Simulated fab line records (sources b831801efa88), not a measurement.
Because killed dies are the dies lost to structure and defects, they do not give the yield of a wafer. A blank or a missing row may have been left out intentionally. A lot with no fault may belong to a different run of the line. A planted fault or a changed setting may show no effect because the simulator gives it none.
Which tool is to blame? | flow sky130 | 32 wafers sampled from 11 lots at 1 step of a route of 708

## WHAT THE GAUGES SHOWED, per wafer
SKY_FIELD_ISO_THK_MEAS_04. Usual: FIELD_ISO_CVD_03_THK 164.8 nm, standard deviation 1.6.
lot  | measured    | on            | FIELD_ISO_CVD_03_THK (nm) | flag
L945 | day 1 13:37 | film_metro-04 | 165.3 163.7 163.8         |
L946 | day 1 19:25 | film_metro-04 | 162.7 164.2 165.0         |
L948 | day 2 05:35 | film_metro-02 | 163.9 165.5 165.9         |
L954 | day 3 10:35 | film_metro-02 | 165.3 165.2               |
L957 | day 4 02:23 | film_metro-03 | 165.1 164.4 164.4         |
L961 | day 4 22:17 | film_metro-03 | 165.3 164.1 164.4         |
L964 | day 5 12:30 | film_metro-03 | 164.2 163.3 163.8         |
L965 | day 5 17:54 | film_metro-03 | 165.7 167.4 166.1         |
L966 | day 6 00:40 | film_metro-04 | 165.9 166.1 165.7         |
L967 | day 6 04:26 | film_metro-03 | 163.9 163.0 164.7         |
L968 | day 6 09:58 | film_metro-02 | 163.4 161.8 163.8         |

## TOOL THAT RAN EACH LOT (tool first, then ch and the chambers of the sampled wafers, then the start)
Record: no process step prior to these readings.

## AS READ BY THE TOOLS THEMSELVES (means over the sampled wafers that have a number; for cases with no such wafer, the mark the record gives instead)
The record holds no such reading with a usual standard deviation.

## THE ANSWER, worked out from the rows above alone
Rule: take the mean of a lot's wafers that have a number; if it is more than 3 standard deviations from the usual mean, the lot is off. A lot without any number at a reading at which 4 lots or more have one is off too. Where the step has rows for the other lots, those lots are counted as sound. First the gauges in route order, then the tools' own readings, where a lot's mean is used as printed above. At the first step where some lot is off, the reading lying furthest off is the one used; lots without a number count as furthest.
No lot is off at any reading shown: from this, nothing can be told.

## WHAT HAD BEEN PUT IN BY THE SIMULATOR
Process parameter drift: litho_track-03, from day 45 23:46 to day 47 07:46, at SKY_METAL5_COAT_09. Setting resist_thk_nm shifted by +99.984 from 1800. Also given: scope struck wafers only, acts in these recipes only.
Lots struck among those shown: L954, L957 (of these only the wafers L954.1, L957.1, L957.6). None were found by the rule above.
